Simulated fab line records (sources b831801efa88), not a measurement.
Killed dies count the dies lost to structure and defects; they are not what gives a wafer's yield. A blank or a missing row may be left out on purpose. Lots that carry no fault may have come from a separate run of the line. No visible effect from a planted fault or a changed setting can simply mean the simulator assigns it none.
Problem report in the 8D (eight disciplines) form, filled by code / flow sfqLine / the parts of the form that need people (team, actions taken, sign-off) are left out

== 1. WHAT WENT WRONG ==
Mean of platenRpm at SFQ_TRILAYER_I3_CMP_CMP_082: 65.98 rpm across 2 wafers in 2 lots; on wafers with no fault it is 60.00 rpm (standard deviation 0.037). So: +99 or more standard deviations from the usual mean.
The step: polishes SiO2.
The first sign was on wafer L976.1 at day 40 20:05, on cmp-02. Wafers with a number at this step in the record: 42, from 14 lots. Rule for "out", or "out of limits": more than 4 standard deviations from the usual mean. All remaining wafers that have a number are taken as sound.

== 2. WHAT THIS IS AND IS NOT ==
question=which readings at this step | is=platenRpm | is not=motorCurrentA
question=which lots | is=L976, L977 | is not=L969, L970, L971, L973, L974, L981, L984, L988, L989, L990, L991, L992
question=which wafers of those lots | is=L976.1, L977.5 | is not=L976.2, L976.3, L977.1, L977.3
question=read on which tools | is=cmp-02 | is not=cmp-01
question=when | is=from day 40 20:05 | is not=up to then (17 sound wafers); but 23 sound wafers of L977, L981, L984, L988, L989, L990, L991, L992 came after

== 3. WHAT RULES OUT EACH SUSPECT ==
Counting: any tool at a process step up to the reading remains a suspect provided it ran every lot that is out. Sound lots after the first of them don't rule it out here, since some wafers of a struck lot are sound.
- cmp-02 at SFQ_TRILAYER_I3_CMP_CMP_082 (polishes SiO2): kept. It ran every lot that is out, first L976 (day 40 19:05); its last sound lot up to then is L974 (day 40 04:35). Out on those wafers are its own readings of platenRpm.
- Within cmp-02 at SFQ_TRILAYER_I3_CMP_CMP_082: the wafers that are out ran in chamber 1; their sound lot-mates ran in chambers 0, 2, 3.
Remaining after the count: cmp-02 at SFQ_TRILAYER_I3_CMP_CMP_082.

== 4. THE CAUSE (what the simulator had put in) ==
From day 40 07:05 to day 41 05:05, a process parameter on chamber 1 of cmp-02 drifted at SFQ_TRILAYER_I3_CMP_CMP_082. The setting platenRpm was moved by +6, starting from 60. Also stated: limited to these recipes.
The count eliminated every tool but this one.

== 5. SEQUENCE OF EFFECTS, ordered by route ==
Each row: a reading whose mean over the struck wafers that have a number lies more than 3 standard deviations from the usual. Only readings for which the record gives a usual standard deviation are gone through. hours: the time from each lot's start at the first step in this table that gives one to its start at this step, as a median over the lots. sigmas: the change in usual standard deviations.
hours=0; step=SFQ_TRILAYER_I3_CMP_CMP_082; reading=platenRpm; usual=60.00 rpm; on struck wafers=65.98; change=+5.98; sigmas=+99 or more
The process steps in it:
- SFQ_TRILAYER_I3_CMP_CMP_082: polishes SiO2.

== 6. HOW IT WOULD HAVE BEEN CAUGHT EARLIER ==
In this record no reading fell out of limits until day 40 20:05, 13 hours after the fault had begun at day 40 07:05.
